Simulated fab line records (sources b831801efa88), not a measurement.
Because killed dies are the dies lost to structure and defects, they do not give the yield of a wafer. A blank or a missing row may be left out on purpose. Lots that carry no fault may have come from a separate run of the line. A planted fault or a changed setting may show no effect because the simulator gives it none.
What tool caused it? | flow gf180mcu | 6 lots, 18 wafers sampled, at 3 steps of a route of 602

## WHAT THE GAUGES READ, wafer by wafer
GF_HV_LDD_TW_MEAS_38.
lot  | measured     | on            | HV_LDD_3_TW
L294 | day 12 01:28 | film_metro-02 | 1404 1414 1408
L296 | day 12 12:22 | film_metro-02 | 1410 1410 1420
L298 | day 13 11:20 | film_metro-01 | 1428 1428 1434
L300 | day 14 12:01 | film_metro-03 | 1453 1447 1449
L302 | day 15 01:16 | film_metro-02 | 1305 1304 1302
L304 | day 15 20:02 | film_metro-01 | 1307 1309 1314

## TOOL THAT RAN EACH LOT (tool first, then ch and the chambers of the sampled wafers, then the start)
lot  | GF_POLY_GATE_STRIP_14                | GF_HV_LDD_IMPLANT_33
L294 | plasma_asher-04 ch 0,1, day 9 15:39  | implanter-02 ch 0, day 12 00:46
L296 | plasma_asher-02 ch 0,1, day 10 02:07 | implanter-03 ch 0, day 12 11:40
L298 | plasma_asher-03 ch 0,1, day 10 22:54 | implanter-01 ch 0, day 13 10:40
L300 | plasma_asher-03 ch 0, day 11 21:34   | implanter-03 ch 0, day 14 11:20
L302 | plasma_asher-03 ch 0,1, day 12 10:22 | implanter-01 ch 0, day 15 00:34
L304 | plasma_asher-02 ch 0,1, day 13 03:18 | implanter-03 ch 0, day 15 19:22
- GF_POLY_GATE_STRIP_14: strips in O2/N2.
- GF_HV_LDD_IMPLANT_33

## THE ANSWER, worked out from the rows above alone
Rule: the lots themselves supply what counts as usual. Put in order of their means at a reading, lots are off if they are a third of the lots or fewer, leave a main group of 4 or more, and stand apart from it by a gap of 3 or more times the standard deviation of the main group's means; of several such gaps the widest counts. A main group whose means are all the same, to the digits that the tables above print for the reading, isn't used. A lot without any number at a reading at which 4 lots or more have one is off too. All remaining lots with rows at the step are treated as sound.
Off: L302, L304, seen at GF_HV_LDD_TW_MEAS_38 (HV_LDD_3_TW). The main group: mean 1425, standard deviation 16.
If a tool, at a process step before that reading, ran all the lots that are off and no sound lot after the first of them, it fits. The gauges at GF_HV_LDD_TW_MEAS_38 are tried like those tools. Of those tried, none fits.

## WHAT WAS PUT IN BY THE SIMULATOR
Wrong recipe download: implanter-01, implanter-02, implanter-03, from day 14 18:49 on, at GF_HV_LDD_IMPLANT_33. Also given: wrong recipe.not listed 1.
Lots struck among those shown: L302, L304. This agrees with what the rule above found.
